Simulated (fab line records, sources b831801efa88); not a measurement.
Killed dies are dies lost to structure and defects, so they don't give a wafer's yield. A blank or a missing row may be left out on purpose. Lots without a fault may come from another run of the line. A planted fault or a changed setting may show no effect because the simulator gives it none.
fab line records | flow sky130
record lots=6 wafers=18 last_day=50
route steps=708 shown SONOS_ONO@176 GATE_OXIDE@187 POLY_GATE@204 PAD_OPEN@708
lots that met no fault: from a run of the same line without faults
start_h: hours from the record's first day to the start of the lot's first wafer shown | wait_h: hours since the lot's step before | " the same as in the row above | L1.1+2: a row that stands for several wafers | - no value, or no start given | * or withheld: withheld | < > ~ a bound
route shown NAME@n: a module of which the file shows steps, and the number in the route of the first | usual: mean/standard deviation of fault-free wafers | same: alike in all rows | chamber/n: place in a boat | sites: the reading at each site | _std_site: their standard deviation | _edge_site: outer sites' mean less inner sites' | radius_mm: how far each site lies from the wafer's centre | mask NAME#n: copy n | behind: the tool/chamber that last shaped the wafer | hold: why the lot was held/for how many hours/how that ended | device: the transistor (n, p or np) that didn't switch | end of line: the same wafers' tests at the end of the route | a step without rows: its recipe alone | killed: dies lost to structure and defects at the first sort, not the wafer's yield | map: a wafer's dies, x killed, . not, _ none there
set.NAME: the setting as run; set.NAME@STEP: as run at that earlier step | model.NAME: the simulator's own value behind a step, which no gauge read
lots at some steps of the route; a table a step, a row a wafer
services: from which hour (start_h, from the record's first day; less than 0 if before it) a tool's chamber was out of use, for how many hours, and why
## steps
# step SKY_SONOS_ONO_COAT_08
# recipe resist=NOVOLAK spin_rpm=3000 resist_thk_nm=1140
# step SKY_SONOS_ONO_SOFTBAKE_09
# recipe temp_c=90 time_s=60 resist=NOVOLAK
# step SKY_SONOS_ONO_EXPOSE_10
# recipe mask_id=ONOM target_cd_nm=410 na=0.6 source_shape=conventional sigma_outer=0.6 dose_mj=150
# step SKY_SONOS_ONO_PEB_11
# recipe temp_c=withheld time_s=* resist=NOVOLAK
# step SKY_SONOS_ONO_DEVELOP_12
# recipe develop_time_s=60 dev_temp_c=23
# step SKY_SONOS_ONO_CD_MEAS_13
# recipe target_cd_nm=410
# usual cd_nm=410.2/2
# columns lot.wafer tool chamber start_h wait_h cd_nm
L477.2 cd_sem-02 - 308.31 0.1 412.2
L477.3 " - " " 410.6
L477.4 " - " " 412.2
L481.2 cd_sem-01 - 344.36 0.1 410.8
L481.3 " - " " 412.2
L481.4 " - " " 410.0
L483.1 cd_sem-02 - 361.10 0.1 407.9
L483.2 " - " " 408.5
L483.3 " - " " 410.1
L482.3 cd_sem-02 - 362.43 0.1 410.8
L482.5 " - " " 410.0
L482.6 " - " " 411.3
L494.1 cd_sem-02 - 451.79 0.1 408.1
L494.3 " - " " 408.6
L494.5 " - " " 410.3
L496.1 cd_sem-02 - 471.69 0.1 410.4
L496.2 " - " " 409.8
L496.4 " - " " 408.9
# step SKY_SONOS_ONO_OVL_MEAS_14
# usual SONOS_ONO_OVL=-0.5/1.4
# columns lot.wafer tool chamber start_h wait_h SONOS_ONO_OVL[nm]
L477.2 overlay-02 - 308.42 0.1 -1.5
L477.3 " - " " -1.9
L477.4 " - " " -4.2
L481.2 overlay-01 - 344.47 0.1 -0.6
L481.3 " - " " -3.2
L481.4 " - " " -1.7
L483.1 overlay-02 - 361.22 0.1 3.2
L483.2 " - " " 4.2
L483.3 " - " " 2.1
L482.3 overlay-02 - 362.52 0.1 1.6
L482.5 " - " " 0.6
L482.6 " - " " 1.5
L494.1 overlay-01 - 451.91 0.1 -0.5
L494.3 " - " " -2.0
L494.5 " - " " -0.7
L496.1 overlay-02 - 471.81 0.1 -0.7
L496.2 " - " " -1.5
L496.4 " - " " -1.9
# step SKY_SONOS_ONO_ETCH_15
# recipe target_depth_nm=19.52 chemistry=CHF3/O2 source_w=600 bias_w=200 pressure_mtorr=40 chf3_flow_sccm=50 O2_flow_sccm=5 time_s=7.8
# usual drypump_motor_current_A=5.6/0.41 oes_product_au=0.999/0.013 throttle_valve_pct=8.825/0.0092
# columns lot.wafer tool chamber start_h wait_h drypump_motor_current_A oes_product_au rf_hours_counter_h throttle_valve_pct
L477.2 rie_diel-03 1 308.45 0.0 5.7 0.991 6 8.827
L477.3 " 3 " " 5.5 1.002 48 8.827
L477.4 " 0 " " 5.9 1.010 79 8.826
L481.2 rie_diel-01 2 344.50 0.0 5.3 1.009 2 8.838
L481.3 " 1 " " 5.7 1.013 31 8.825
L481.4 " 3 " " 4.8 1.010 74 8.825
L483.1 rie_diel-03 3 361.25 0.0 5.5 0.986 49 8.837
L483.2 " 2 " " 5.5 0.985 32 8.814
L483.3 " 1 " " 5.8 0.982 7 8.824
L482.3 rie_diel-01 2 362.55 0.0 5.4 1.011 3 8.837
L482.5 " 3 " " 4.8 1.012 - 8.821
L482.6 " 0 " " 6.3 1.012 - 8.828
L494.1 rie_diel-03 0 451.94 0.0 5.9 1.000 82 8.825
L494.3 " 2 " " 5.5 0.991 33 8.826
L494.5 " 0 " " 5.9 0.999 - 8.809
L496.1 rie_diel-01 0 471.84 0.0 6.3 1.003 14 8.826
L496.2 " 2 " " 5.4 1.007 5 8.831
L496.4 " 3 " " 4.8 1.004 76 8.826
# step SKY_SONOS_ONO_WET_ETCH_16
# recipe chemistry=dHF target_depth_nm=14 dry=n2_spin target=SiO2 dilution=100:1 temp_c=25 time_s=280
# step SKY_SONOS_ONO_STRIP_17
# recipe chemistry=O2/N2 power_w=1400 pressure_mtorr=1500 platen_temp_c=withheld o2_flow_sccm=3000 n2_flow_sccm=300 overash_fraction=0.5
# usual drypump_motor_current_A=5.5/0.31 oes_product_au=0.709/0.0047 strip_time_to_endpoint_s=14.09/0.038
# columns lot.wafer tool chamber start_h wait_h drypump_motor_current_A oes_product_au rf_hours_counter_h strip_time_to_endpoint_s
L477.2 plasma_asher-03 0 308.56 0.0 6.0 0.710 61 14.03
L477.3 " 1 " " 5.9 0.707 - 14.04
L477.4 " 0 " " 6.0 0.710 - 14.02
L481.2 plasma_asher-01 1 344.61 0.0 5.5 0.701 22 14.14
L481.3 " 1 " " 5.5 0.713 - 14.17
L481.4 " 0 " " 5.4 0.704 - 14.15
L483.1 plasma_asher-01 1 361.46 0.0 5.4 0.712 24 14.08
L483.2 " 0 " " 5.4 0.707 24 14.05
L483.3 " 1 " " 5.4 0.711 - 14.10
L482.3 plasma_asher-01 0 362.69 0.0 5.4 0.712 - 14.07
L482.5 " 1 " " 5.5 0.704 - 14.09
L482.6 " 0 " " 5.5 0.713 - 14.05
L494.1 plasma_asher-04 1 452.05 0.0 5.0 0.706 64 14.08
L494.3 " 1 " " 5.0 0.716 - 14.09
L494.5 " 0 " " 5.3 0.706 - 14.08
L496.1 plasma_asher-01 0 471.95 0.0 5.4 0.714 36 14.12
L496.2 " 1 " " 5.5 0.706 36 14.08
L496.4 " 1 " " 5.5 0.715 - 14.12
# step SKY_SONOS_ONO_WET_ETCH_18
# recipe chemistry=H3PO4 target_depth_nm=15 target=Si3N4 temp_c=160 time_s=172
# step SKY_GATE_OXIDE_CLEAN_00
# recipe chemistry=SC1/SC2 mix=1:4:20 temp_c=70 time_s=150 dry=n2_spin
# step SKY_GATE_OXIDE_OXIDATION_01
# recipe temp_c=900 ambient=O2 stabilise_s=600 purge_s=300 target_thk_a=102.68 ox_time_s=1473
# usual spike_tc_bottom_C=913.8/0.96 spike_tc_centre_C=900.4/1.6 spike_tc_lower_C=900.8/1.2 spike_tc_top_C=911.4/2.9 spike_tc_upper_C=901.2/1.6 zone_power_upper_pct=17.96/0.23
# same purge_s=300
# columns lot.wafer tool chamber start_h wait_h spike_tc_bottom_C spike_tc_centre_C spike_tc_lower_C spike_tc_top_C spike_tc_upper_C zone_power_upper_pct model.SiO2_of_GATE_OXIDE_OXIDATION_01.thk_nm
L477.2 furnace-01 0 308.77 0.0 913.9 900.8 902.8 912.7 901.2 18.09 10.35
L477.3 " 0 " " 913.3 899.2 900.8 913.2 902.2 17.89 10.36
L477.4 " 0 " " 916.1 899.0 902.1 914.0 901.6 17.77 10.12
L481.2 furnace-02 0 344.83 0.0 914.5 902.1 899.7 908.5 899.4 17.86 10.29
L481.3 " 0 " " 912.0 902.9 900.1 909.1 899.8 17.87 10.28
L481.4 " 0 " " 914.5 901.2 899.5 907.6 900.1 17.82 10.22
L483.1 furnace-01 0 361.73 0.0 894.5 879.9 881.4 893.3 882.5 17.11 8.061
L483.2 " 0 " " 892.3 878.5 880.9 894.3 882.0 17.27 8.03
L483.3 " 0 " " 894.2 881.0 881.2 895.7 881.6 17.21 8.138
L482.3 furnace-01 0 363.14 0.2 894.4 879.9 880.3 894.7 880.1 17.42 8.114
L482.5 " 0 " " 895.0 879.1 880.3 892.1 880.6 17.20 8.286
L482.6 " 0 " " 893.2 879.1 881.3 893.9 882.0 17.27 8.258
L494.1 furnace-02 0 452.26 0.0 913.9 901.3 901.1 906.8 897.7 17.82 10.33
L494.3 " 0 " " 913.2 900.7 899.0 909.2 898.5 17.41 10.47
L494.5 " 0 " " 913.6 901.2 899.4 907.3 900.1 17.43 10.44
L496.1 furnace-02 0 472.16 0.0 913.0 900.8 900.4 908.4 898.9 18.17 10.39
L496.2 " 0 " " 913.6 901.5 900.2 908.5 900.1 17.89 10.34
L496.4 " 0 " " 913.4 902.9 899.9 905.7 898.5 17.67 10.25
# step SKY_GATE_OXIDE_THK_MEAS_02
# recipe reads=SiO2_of_GATE_OXIDE_OXIDATION_01
# usual GATE_OXIDE_OXIDATION_00_THK=10.23/0.16
# columns lot.wafer tool chamber start_h wait_h hold GATE_OXIDE_OXIDATION_00_THK[nm]
L477.2 film_metro-01 - 310.19 0.0 - 10.38
L477.3 " - " " - 10.35
L477.4 " - " " - 10.14
L481.2 film_metro-04 - 346.25 0.0 - 10.31
L481.3 " - " " - 10.29
L481.4 " - " " - 10.19
L483.1 film_metro-03 - 363.14 0.0 await_dispo/0.2h/release 8.06
L483.2 " - " " await_dispo/0.2h/release 8.02
L483.3 " - " " await_dispo/0.2h/release 8.13
L483.1 film_metro-03 - 363.37 0.2 - 8.04
L483.2 " - " " - 7.97
L483.3 " - " " - 8.17
L482.3 film_metro-04 - 364.57 0.0 await_dispo/0.2h/release 8.10
L482.5 " - " " await_dispo/0.2h/release 8.26
L482.6 " - " " await_dispo/0.2h/release 8.26
L482.3 film_metro-04 - 364.80 0.2 - 8.10
L482.5 " - " " - 8.33
L482.6 " - " " - 8.25
L494.1 film_metro-03 - 453.67 0.0 - 10.32
L494.3 " - " " - 10.50
L494.5 " - " " - 10.48
L496.1 film_metro-04 - 473.57 0.0 - 10.40
L496.2 " - " " - 10.32
L496.4 " - " " - 10.20
# step SKY_GATE_OXIDE_HMDS_04
# recipe prime_time_s=60 prime_temp_c=120
# step SKY_GATE_OXIDE_COAT_05
# recipe resist=NOVOLAK spin_rpm=3000 resist_thk_nm=1140
# step SKY_GATE_OXIDE_SOFTBAKE_06
# recipe temp_c=90 time_s=60 resist=NOVOLAK
# step SKY_GATE_OXIDE_EXPOSE_07
# recipe mask_id=LVOM na=0.6 source_shape=conventional sigma_outer=0.6 polarization=unpolarized target_cd_nm=600 dose_mj=170
# step SKY_GATE_OXIDE_PEB_08
# recipe temp_c=withheld time_s=* resist=NOVOLAK
# step SKY_GATE_OXIDE_DEVELOP_09
# recipe resist=NOVOLAK developer=TMAH develop_time_s=60 dev_temp_c=23
# step SKY_GATE_OXIDE_OVL_MEAS_10
# usual GATE_OXIDE_OVL=-1.3/1.3
# columns lot.wafer tool chamber start_h wait_h GATE_OXIDE_OVL[nm]
L477.2 overlay-02 - 336.48 0.1 -1.3
L477.3 " - " " -2.5
L477.4 " - " " -1.8
L481.2 overlay-02 - 373.80 0.1 -0.8
L481.3 " - " " 1.2
L481.4 " - " " -0.9
L483.1 overlay-01 - 391.09 0.1 -0.7
L483.2 " - " " -2.0
L483.3 " - " " -2.1
L482.3 overlay-02 - 392.70 0.1 1.5
L482.5 " - " " 1.7
L482.6 " - " " 0.0
L494.1 overlay-01 - 484.29 0.1 -2.6
L494.3 " - " " -4.3
L494.5 " - " " -3.0
L496.1 overlay-01 - 504.44 0.1 -1.8
L496.2 " - " " -1.9
L496.4 " - " " -0.2
# step SKY_GATE_OXIDE_IMPLANT_11
# recipe species=B energy_kev=10 dose_cm2=2.6e+12 tilt_deg=withheld
# step SKY_GATE_OXIDE_WET_ETCH_12
# recipe chemistry=dHF target_depth_nm=16.8 dry=n2_spin target=SiO2 dilution=100:1 temp_c=25 time_s=331.5
# step SKY_GATE_OXIDE_STRIP_13
# recipe chemistry=O2/N2 power_w=1400 pressure_mtorr=1500 platen_temp_c=withheld o2_flow_sccm=3000 n2_flow_sccm=300 overash_fraction=0.5
# usual drypump_motor_current_A=5.37/0.18 oes_product_au=0.715/0.0045 strip_time_to_endpoint_s=14.17/0.045
# columns lot.wafer tool chamber start_h wait_h drypump_motor_current_A oes_product_au rf_hours_counter_h strip_time_to_endpoint_s
L477.2 plasma_asher-01 0 336.76 0.0 5.42 0.716 21 14.12
L477.3 " 0 " " 5.43 0.723 - 14.13
L477.4 " 1 " " 5.46 0.711 - 14.12
L481.2 plasma_asher-02 1 374.18 0.0 5.48 0.718 66 14.20
L481.3 " 1 " " 5.48 0.705 - 14.21
L481.4 " 0 " " 5.62 0.715 - 14.23
L483.1 plasma_asher-01 0 391.38 0.0 5.45 0.716 27 14.10
L483.2 " 1 " " 5.46 0.706 27 14.12
L483.3 " 0 " " 5.42 0.710 - 14.15
L482.3 plasma_asher-02 0 393.01 0.0 5.63 0.710 - 14.13
L482.5 " 1 " " 5.48 0.717 - 14.14
L482.6 " 0 " " 5.59 0.712 - 14.12
L494.1 plasma_asher-04 0 484.58 0.0 5.34 0.718 68 14.18
L494.3 " 1 " " 5.01 0.714 - 14.22
L494.5 " 1 " " 4.99 0.720 - 14.18
L496.1 plasma_asher-04 0 504.73 0.0 5.35 0.713 70 14.07
L496.2 " 1 " " 4.99 0.714 70 14.16
L496.4 " 1 " " 4.98 0.713 - 14.13
# step SKY_GATE_OXIDE_TW_MEAS_14
# usual GATE_OXIDE_TW=223.9/2.5
# columns lot.wafer tool chamber start_h wait_h hold GATE_OXIDE_TW
L477.2 film_metro-04 - 336.87 0.1 - 224.8
L477.3 " - " " - 227.0
L477.4 " - " " - 225.5
L481.2 film_metro-04 - 374.29 0.1 - 225.7
L481.3 " - " " - 226.0
L481.4 " - " " - 226.6
L483.1 film_metro-04 - 391.48 0.1 await_dispo/0.2h/release 226.9
L483.2 " - " " await_dispo/0.2h/release 226.9
L483.3 " - " " await_dispo/0.2h/release 225.6
L483.1 film_metro-04 - 391.70 0.2 - 226.0
L483.2 " - " " - 225.8
L483.3 " - " " - 227.1
L482.3 film_metro-04 - 393.10 0.1 await_dispo/0.2h/release 226.2
L482.5 " - " " await_dispo/0.2h/release 227.0
L482.6 " - " " await_dispo/0.2h/release 226.2
L482.3 film_metro-04 - 393.32 0.2 - 226.3
L482.5 " - " " - 228.2
L482.6 " - " " - 227.0
L494.1 film_metro-03 - 484.68 0.1 - 220.9
L494.3 " - " " - 222.5
L494.5 " - " " - 221.3
L496.1 film_metro-01 - 504.83 0.1 - 220.8
L496.2 " - " " - 220.1
L496.4 " - " " - 220.7
# step SKY_GATE_OXIDE_OXIDATION_16
# recipe temp_c=800 ambient=O2 idle_temp_c=700 ramp_up_c_per_min=10 ramp_down_c_per_min=3 stabilise_s=600 purge_s=300 target_thk_a=35.7 ox_time_s=1915
# usual spike_tc_bottom_C=814.7/1 spike_tc_centre_C=800.6/1.4 spike_tc_lower_C=800.6/1.3 spike_tc_top_C=813.3/2.9 spike_tc_upper_C=801.1/1.7 zone_power_upper_pct=14.00/0.18
# same purge_s=300
# columns lot.wafer tool chamber start_h wait_h spike_tc_bottom_C spike_tc_centre_C spike_tc_lower_C spike_tc_top_C spike_tc_upper_C zone_power_upper_pct model.SiO2_of_GATE_OXIDE_OXIDATION_01.thk_nm
L477.2 furnace-01 0 336.97 0.0 815.3 798.6 801.0 815.3 802.2 14.25 11.7
L477.3 " 0 " " 815.4 800.4 800.9 816.5 804.1 14.13 11.69
L477.4 " 0 " " 814.9 800.5 801.6 813.9 801.8 14.17 11.47
L481.2 furnace-02 0 374.39 0.0 814.6 801.0 801.5 810.7 799.9 13.78 11.68
L481.3 " 0 " " 814.5 801.3 800.6 809.1 798.3 13.86 11.63
L481.4 " 0 " " 815.7 802.7 801.5 810.9 797.2 14.00 11.6
L483.1 furnace-02 0 394.45 0.3 813.4 800.4 800.8 810.6 801.9 14.25 9.63
L483.2 " 0 " " 815.2 801.4 799.8 811.1 800.6 13.64 9.595
L483.3 " 0 " " 815.3 802.3 800.4 811.0 798.6 13.93 9.673
L482.3 furnace-01 0 400.70 0.6 813.5 799.2 800.2 815.8 801.3 13.99 9.589
L482.5 " 0 " " 815.6 800.1 801.9 815.6 802.1 14.04 9.773
L482.6 " 0 " " 815.2 799.6 801.0 816.4 801.9 13.78 9.679
L494.1 furnace-01 0 484.79 0.0 815.3 799.6 801.8 816.7 803.3 14.19 11.72
L494.3 " 0 " " 815.0 800.9 799.8 816.1 801.5 14.22 11.86
L494.5 " 0 " " 817.0 799.3 802.0 815.6 800.9 14.25 11.83
L496.1 furnace-02 0 504.94 0.0 815.4 802.4 800.2 809.6 799.9 13.88 11.79
L496.2 " 0 " " 814.6 801.7 800.7 810.1 799.5 14.02 11.72
L496.4 " 0 " " 813.8 801.2 798.9 810.5 799.2 13.96 11.64
# step SKY_POLY_GATE_CVD_00
# recipe material=poly-Si target_thk_nm=180 temp_c=620 time_s=720 pressure_mtorr=200
# step SKY_PAD_OPEN_PROBE_99
# usual killed_at_M0_to_M3=42/6.7 killed_at_M4_up=3.4/2 killed_at_contacts=24/5.1 killed_at_front_end=14/4.2 killed_at_other=0.2/0.49 killed_dies=84/8.4 killed_open=46/7 killed_short=39/5.8
# same gross_dies=492 killed_at_back_side=0
# columns lot.wafer tool chamber start_h wait_h killed_at_M0_to_M3 killed_at_M4_up killed_at_contacts killed_at_front_end killed_at_other killed_dies killed_open killed_short model.etest.nfet_16v.r_on_ohm_um model.etest.pfet_16v.r_on_ohm_um model.etest.pfet_g5v0d10v5.r_on_ohm_um model.etest.tip_sonos.rs_ohm_sq model.etest.nfet_g5v0d10v5.r_on_ohm_um model.etest.nfet_g5v0d10v5.drive_ua_um model.etest.nfet_05v0_nvt.drive_ua_um model.etest.pfet_g5v0d10v5.drive_ua_um
L477.2 prober-01 - 1096.87 0.1 36 2 23 15 0 76 34 42 1.467e+04 1.487e+04 4768 2655 1889 597.4 572.4 345.2
L477.3 prober-01 - 1096.92 0.2 41 1 26 14 1 83 57 26 1.466e+04 1.496e+04 4704 2678 1891 599.1 574.6 348.1
L477.4 prober-01 - 1096.97 0.2 45 4 22 14 1 86 45 41 1.465e+04 1.482e+04 4714 2627 1896 609.6 579.2 347.8
L481.2 prober-01 - 1127.21 0.1 49 2 24 10 0 85 53 32 1.422e+04 1.498e+04 4751 2597 1889 597.8 569.1 342
L481.3 prober-01 - 1127.26 0.2 38 2 26 17 0 83 45 38 1.415e+04 1.481e+04 4809 2576 1876 599.3 571.9 339
L481.4 prober-01 - 1127.31 0.2 39 1 20 7 1 68 37 31 1.41e+04 1.512e+04 4776 2594 1862 603.5 576.6 344.5
L483.1 prober-02 - 1136.31 0.1 35 6 14 22 0 77 42 35 1.282e+04 1.497e+04 4316 2344 1701 718.3 672.6 392.1
L483.2 prober-02 - 1136.36 0.1 42 5 24 14 0 85 40 45 1.279e+04 1.479e+04 4375 2354 1704 728.6 675.7 389.6
L483.3 prober-02 - 1136.41 0.2 33 2 20 10 1 66 34 32 1.283e+04 1.456e+04 4337 2386 1716 714.7 670.2 392.4
L482.3 prober-01 - 1136.76 0.2 38 5 26 11 0 80 45 35 1.268e+04 1.423e+04 4390 2256 1724 712.9 666.5 384.1
L482.5 prober-01 - 1136.86 0.2 38 5 26 12 1 82 43 39 1.272e+04 1.416e+04 4376 2292 1718 708.8 667.7 386.4
L482.6 prober-01 - 1136.91 0.2 31 5 28 14 0 78 43 35 1.276e+04 1.416e+04 4387 2273 1718 705.8 661.1 383.7
L494.1 prober-02 - 1190.77 0.1 50 2 23 16 1 92 51 41 1.427e+04 1.528e+04 4774 2676 1909 599 571 338.2
L494.3 prober-02 - 1190.87 0.2 48 3 28 10 0 89 45 44 1.425e+04 1.56e+04 4751 2681 1906 593.8 568.4 338.8
L494.5 prober-02 - 1190.97 0.2 57 5 29 13 0 104 58 46 1.427e+04 1.552e+04 4802 2698 1893 602.3 567.2 336.1
L496.1 prober-01 - 1207.42 0.1 40 9 25 12 0 86 40 46 1.443e+04 1.546e+04 4868 2651 1920 594.7 568.8 336.1
L496.2 prober-01 - 1207.47 0.1 53 2 29 14 0 98 55 43 1.424e+04 1.494e+04 4713 2666 1890 598.8 575.4 345.6
L496.4 prober-01 - 1207.57 0.2 45 2 23 11 0 81 50 31 1.436e+04 1.475e+04 4740 2629 1930 600.6 572.9 344.8
# killed by level:class
L477.2 METAL2:geometric_particle:short=8 VIA3:geometric_particle:open=8 CONTACT:geometric_particle:short=8 VIA1:geometric_particle:open=6 LI_CONTACT:geometric_particle:short=6 POLY_GATE:geometric_particle:short=5 LI_CONTACT:geometric_particle:open=5 VIA2:geometric_particle:open=4
L477.3 CONTACT:geometric_particle:open=10 LI_CONTACT:geometric_particle:open=8 VIA3:geometric_particle:open=8 VIA1:geometric_particle:open=7 VIA2:geometric_particle:open=7 POLY_GATE:geometric_particle:open=6 METAL2:geometric_particle:short=5 VIA1:geometric_particle:short=4
L477.4 VIA1:geometric_particle:open=12 VIA3:geometric_particle:open=10 CONTACT:geometric_particle:open=9 METAL2:geometric_particle:short=8 POLY_GATE:geometric_particle:short=6 FIELD_ISO:geometric_particle:open=4 LOCAL_INTERCONNECT:geometric_particle:short=4 METAL1:geometric_particle:short=4
L481.2 VIA1:geometric_particle:open=16 CONTACT:geometric_particle:open=10 METAL2:geometric_particle:short=9 FIELD_ISO:geometric_particle:open=8 LI_CONTACT:geometric_particle:open=6 VIA2:geometric_particle:open=6 VIA1:geometric_particle:short=6 LI_CONTACT:geometric_particle:short=3
L481.3 VIA1:geometric_particle:open=13 LI_CONTACT:geometric_particle:open=8 CONTACT:geometric_particle:open=6 LOCAL_INTERCONNECT:geometric_particle:short=5 FIELD_ISO:geometric_particle:short=4 POLY_GATE:geometric_particle:open=4 METAL1:geometric_particle:short=4 VIA1:geometric_particle:short=4
L481.4 CONTACT:geometric_particle:open=10 VIA1:geometric_particle:open=8 METAL1:geometric_particle:short=7 CONTACT:geometric_particle:short=5 METAL2:geometric_particle:short=5 VIA2:geometric_particle:open=5 VIA3:geometric_particle:open=4 FIELD_ISO:geometric_particle:open=3
L483.1 FIELD_ISO:geometric_particle:open=10 VIA1:geometric_particle:open=6 FIELD_ISO:geometric_particle:short=5 VIA1:geometric_particle:short=5 VIA3:geometric_particle:open=5 METAL4:geometric_particle:short=5 LI_CONTACT:geometric_particle:open=4 CONTACT:geometric_particle:open=4
L483.2 VIA3:geometric_particle:open=7 FIELD_ISO:geometric_particle:short=6 LI_CONTACT:geometric_particle:open=6 VIA1:geometric_particle:open=6 LI_CONTACT:geometric_particle:short=5 CONTACT:geometric_particle:open=5 METAL1:geometric_particle:short=5 VIA2:geometric_particle:open=4
L483.3 CONTACT:geometric_particle:open=9 METAL2:geometric_particle:short=8 METAL1:geometric_particle:short=6 VIA1:geometric_particle:open=6 VIA2:geometric_particle:open=4 FIELD_ISO:geometric_particle:short=3 LI_CONTACT:geometric_particle:open=3 LOCAL_INTERCONNECT:geometric_particle:short=3
L482.3 CONTACT:geometric_particle:open=13 VIA3:geometric_particle:open=10 VIA1:geometric_particle:open=7 CONTACT:geometric_particle:short=6 VIA1:geometric_particle:short=6 LI_CONTACT:geometric_particle:open=5 FIELD_ISO:geometric_particle:open=4 FIELD_ISO:geometric_particle:short=3
L482.5 CONTACT:geometric_particle:open=9 LI_CONTACT:geometric_particle:open=8 VIA1:geometric_particle:open=8 METAL1:geometric_particle:short=6 LOCAL_INTERCONNECT:geometric_particle:short=5 VIA3:geometric_particle:open=5 METAL2:geometric_particle:short=5 METAL3:geometric_particle:short=4
L482.6 LI_CONTACT:geometric_particle:open=13 VIA1:geometric_particle:open=8 POLY_GATE:geometric_particle:short=6 CONTACT:geometric_particle:open=6 CONTACT:geometric_particle:short=5 METAL1:geometric_particle:short=4 VIA2:geometric_particle:short=4 VIA3:geometric_particle:open=4
L494.1 VIA1:geometric_particle:open=12 VIA3:geometric_particle:open=11 FIELD_ISO:geometric_particle:short=8 VIA2:geometric_particle:open=8 CONTACT:geometric_particle:short=7 METAL1:geometric_particle:short=6 LI_CONTACT:geometric_particle:open=5 CONTACT:geometric_particle:open=5
L494.3 CONTACT:geometric_particle:open=11 VIA1:geometric_particle:open=9 LI_CONTACT:geometric_particle:open=8 METAL3:geometric_particle:short=7 METAL1:geometric_particle:short=6 METAL2:geometric_particle:short=6 VIA2:geometric_particle:short=5 VIA2:geometric_particle:open=5
L494.5 VIA1:geometric_particle:open=11 LI_CONTACT:geometric_particle:open=10 METAL1:geometric_particle:short=10 VIA2:geometric_particle:open=10 VIA3:geometric_particle:open=8 LOCAL_INTERCONNECT:geometric_particle:short=7 CONTACT:geometric_particle:open=6 METAL2:geometric_particle:short=6
L496.1 METAL4:geometric_particle:short=9 LI_CONTACT:geometric_particle:open=8 CONTACT:geometric_particle:short=8 METAL2:geometric_particle:short=8 CONTACT:geometric_particle:open=6 METAL1:geometric_particle:open=6 METAL1:geometric_particle:short=4 VIA1:geometric_particle:open=4
L496.2 VIA1:geometric_particle:open=12 CONTACT:geometric_particle:open=10 LI_CONTACT:geometric_particle:open=8 METAL1:geometric_particle:short=7 VIA3:geometric_particle:open=7 POLY_GATE:geometric_particle:short=5 CONTACT:geometric_particle:short=5 METAL2:geometric_particle:short=5
L496.4 VIA1:geometric_particle:open=13 CONTACT:geometric_particle:open=10 LI_CONTACT:geometric_particle:open=7 VIA1:geometric_particle:short=5 VIA2:geometric_particle:open=5 FIELD_ISO:geometric_particle:open=4 VIA3:geometric_particle:open=4 METAL1:geometric_particle:short=4
## services
# columns tool chamber start_h hours kind
rie_diel-01 2 306.67 17.8 repair
rie_diel-01 0 323.07 4.7 repair
furnace-02 - 325.28 4.1 pm
plasma_asher-03 - 333.11 1.4 repair
rie_diel-01 - 379.90 0.2 repair
rie_diel-03 2 403.29 34.9 repair
rie_diel-01 0 415.10 17.6 repair
rie_diel-03 3 415.84 3.7 repair
plasma_asher-03 - 421.25 9.0 pm
plasma_asher-03 0 421.25 9.0 vent_cycle
plasma_asher-03 1 421.25 9.0 vent_cycle
plasma_asher-03 0 430.25 - clean
plasma_asher-03 1 430.25 - clean
furnace-01 - 432.25 3.8 pm
plasma_asher-03 - 433.32 0.5 repair
plasma_asher-02 - 434.97 38.2 repair
rie_diel-03 3 465.61 6.5 repair
plasma_asher-02 - 473.15 14.6 pm
rie_diel-01 1 475.95 14.6 repair
furnace-02 - 492.81 3.5 pm
furnace-01 - 500.60 6.6 pm
## key
first_sign step=SKY_GATE_OXIDE_OXIDATION_01 reading=spike_tc_bottom_C direction=down sigmas=21 usual=913.8 struck=893.9
effect step=SKY_GATE_OXIDE_OXIDATION_01 reading=spike_tc_lower_C direction=down sigmas=16 usual=900.8 struck=880.9
effect step=SKY_GATE_OXIDE_THK_MEAS_02 reading=visit direction=added
effect step=SKY_GATE_OXIDE_THK_MEAS_02 reading=GATE_OXIDE_OXIDATION_00_THK direction=down sigmas=13 usual=10.23 struck=8.14
effect step=SKY_GATE_OXIDE_TW_MEAS_14 reading=visit direction=added
model_effect step=SKY_GATE_OXIDE_OXIDATION_01 value=SiO2_of_GATE_OXIDE_OXIDATION_01.thk_nm without=10.24 struck=8.148
model_effect step=SKY_GATE_OXIDE_OXIDATION_16 value=SiO2_of_GATE_OXIDE_OXIDATION_01.thk_nm without=11.59 struck=9.656
model_effect step=SKY_PAD_OPEN_PROBE_99 value=etest.nfet_16v.r_on_ohm_um without=1.384e+04 struck=1.276e+04
met_at SKY_GATE_OXIDE_OXIDATION_01
struck_wafers L482.3,L482.5,L482.6,L483.1,L483.2,L483.3
tester_left_out L482,L483
onset_between 308.77 361.73
fault kind=process_parameter_drift tool=furnace-01 chamber=- onset_h=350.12 steps=SKY_GATE_OXIDE_OXIDATION_01 channel=temp_c offset=* shape=step end_h=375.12 acts_in=* stated=*
# tester_left_out: of these lots the tester's yield and bins aren't shown, on N5 and GAA mostly nor the transistor test; their killed dies are dies lost to structure and defects alone, not to doping, threshold or leakage, so they don't give the yield
